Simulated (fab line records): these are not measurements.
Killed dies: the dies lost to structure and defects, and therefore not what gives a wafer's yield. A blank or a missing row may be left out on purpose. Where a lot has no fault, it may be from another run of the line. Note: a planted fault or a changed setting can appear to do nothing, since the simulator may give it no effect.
One fault through the eyes of 2 desks / flow sfq line / each desk has only its own numbers; what lay behind them comes last

## FROM THE METROLOGY DESK
Lot by lot, what the gauges showed, no matter which tool ran the lot: averages of those sampled wafers that carry a number. The brackets show how far a lot's mean lies from the usual mean; more than 4 standard deviations puts the lot out of limits, marked OUT.
Columns: A = L0V_OVL at SFQ_L0V_OVL_MEAS_903, usual 0 nm; B = I2_BOW at SFQ_I2_BOW_MEAS_917, usual 3 um
lot=L494; first seen here=day 6 16:16; A=0; B=7
lot=L495; first seen here=day 7 00:40; A=-3; B=5
lot=L496; first seen here=day 7 09:04; A=10; B=6
lot=L497; first seen here=day 7 13:52; A=1; B=1
lot=L498; first seen here=day 7 20:59; A=-7; B=5
lot=L499; first seen here=day 8 03:43; A=-2; B=-4
lot=L500; first seen here=day 8 10:55; A=3; B=7
lot=L501; first seen here=day 8 16:55; A=1; B=6
lot=L502; first seen here=day 8 19:19; A=-10; B=3
lot=L508; first seen here=day 10 15:52; A=5; B=-5
lot=L509; first seen here=day 10 23:04; A=7; B=-2
lot=L511; first seen here=day 11 14:41; A=-3; B=-7
lot=L514; first seen here=day 12 17:54; A=-7; B=9
lot=L516; first seen here=day 13 09:30; A=-5; B=7
This desk found nothing out of limits on any of the 14 lots.

## FOR THE TOOL OWNER'S DESK: cmp-02
The tool's own readings at SFQ_TRILAYER_I2_CMP_CMP_064 (polishes SiO2): means of the sampled wafers that have a number, for each lot that ran on this tool. The brackets show how far a lot's mean lies from the usual mean; more than 4 standard deviations puts the lot out of limits, marked OUT.
Columns: A = motor current A at SFQ_TRILAYER_I2_CMP_CMP_064, usual 10.5 A; B = platen rpm at SFQ_TRILAYER_I2_CMP_CMP_064, usual 60.00 rpm; C = time to endpoint s at SFQ_TRILAYER_I2_CMP_CMP_064, usual 216 s
lot=L494; first seen here=day 28 20:13; A=10.0; B=59.99; C=211
lot=L495; first seen here=day 28 23:13; A=10.9; B=60.00; C=216
lot=L496; first seen here=day 34 13:05; A=10.1; B=59.98; C=218
lot=L497; first seen here=day 34 23:50; A=10.6; B=59.97; C=213
lot=L499; first seen here=day 35 21:47; A=10.9; B=59.92; C=217
lot=L501; first seen here=day 37 09:29; A=10.8; B=60.00; C=223
lot=L502; first seen here=day 37 16:42; A=9.7; B=59.96; C=216
lot=L509; first seen here=day 38 20:55; A=10.5; B=60.01; C=215
lot=L511; first seen here=day 39 05:49; A=10.9; B=60.00; C=217
This desk found nothing out of limits on any of the 9 lots.

## PUT TOGETHER
From the metrology desk's view, nothing was out of limits.
The desk of the tool owner found nothing out of limits.

## WHAT THE SIMULATOR HAD PUT IN
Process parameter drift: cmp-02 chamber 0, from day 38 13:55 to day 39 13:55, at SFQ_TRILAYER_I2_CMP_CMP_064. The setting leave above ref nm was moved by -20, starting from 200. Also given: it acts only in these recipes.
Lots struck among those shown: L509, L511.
